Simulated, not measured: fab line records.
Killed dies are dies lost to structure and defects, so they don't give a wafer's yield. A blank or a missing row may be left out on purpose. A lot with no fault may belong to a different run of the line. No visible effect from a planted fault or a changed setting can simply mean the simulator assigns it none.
Split-lot experiment	flow sky130	5 lots, 23 wafers read, on a route of 708 steps

## SPLIT DETAILS
At SKY_SONOS_ONO_CVD_04 (deposits SiO2 from SiH4/N2O, target thk 5.7199 nm), the setting temp_c was moved away from the recipe's 900 C on 10 of the 23 wafers read, by -1.7% to +2.7%. For the rest of the wafers, this setting stayed at what the recipe calls for.

Split to reading: the file shows no intervening step.

## THE READING
At SKY_SONOS_ONO_THK_MEAS_05: SONOS_ONO_CVD_04_THK, given in nm. A value of 5.65 nm with a standard deviation of 0.1 nm is what fault-free wafers of this fab line usually give.

wafer	tool, chamber at the split	temp_c as run, C	against the recipe	SONOS_ONO_CVD_04_THK, nm	against lot-mates on the recipe
L074.1	-, -	885.1	-1.7%	4.39	no lot-mate on the recipe
L074.2	-, -	885.1	-1.7%	4.34	no lot-mate on the recipe
L074.3	-, -	885.1	-1.7%	4.44	no lot-mate on the recipe
L074.4	-, -	885.1	-1.7%	4.42	no lot-mate on the recipe
L074.5	-, -	885.1	-1.7%	4.47	no lot-mate on the recipe
L075.1	-, -	924.3	+2.7%	8.41	no lot-mate on the recipe
L075.2	-, -	924.3	+2.7%	8.41	no lot-mate on the recipe
L075.3	-, -	924.3	+2.7%	8.27	no lot-mate on the recipe
L075.4	-, -	924.3	+2.7%	8.41	no lot-mate on the recipe
L075.5	-, -	924.3	+2.7%	8.28	no lot-mate on the recipe
L077.1	-, -	900	recipe	5.63	-
L077.2	-, -	900	recipe	5.61	-
L077.3	-, -	900	recipe	5.66	-
L077.5	-, -	900	recipe	5.64	-
L077.6	-, -	900	recipe	5.62	-
L078.3	lpcvd-03, 1	900	recipe	5.54	-
L078.4	lpcvd-03, 1	900	recipe	5.64	-
L078.5	lpcvd-03, 1	900	recipe	5.53	-
L080.1	-, -	900	recipe	5.58	-
L080.2	-, -	900	recipe	5.68	-
L080.3	-, -	900	recipe	5.62	-
L080.4	-, -	900	recipe	5.63	-
L080.5	-, -	900	recipe	5.62	-

FIT RESULTS
A straight line over all 23 wafers: SONOS_ONO_CVD_04_THK changes by +0.923 nm for each +1% of temp_c; r = +0.99; the points scatter about the line by 0.16 nm.
Too few moved wafers have a lot-mate on the recipe to fit a line with each lot's own level taken away.

## THE WHOLE CHAIN: every reading that the file lists as answering this split, in the file's order
step	what it does	reading	change (the file's fit)	r (the file's)
SKY_SONOS_ONO_CVD_04	deposits SiO2 from SiH4/N2O, target thk 5.7199 nm	SiO2_of_SONOS_ONO_CVD_04.thk_nm (the simulator's own value, which no gauge read)	+0.921 nm for each +1% of the setting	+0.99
SKY_SONOS_ONO_THK_MEAS_05		SONOS_ONO_CVD_04_THK	+0.923 for each +1% of the setting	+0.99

## THE FILE'S OWN FIT
SONOS_ONO_CVD_04_THK changes by +0.923 nm for each +1% of temp_c, r = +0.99.
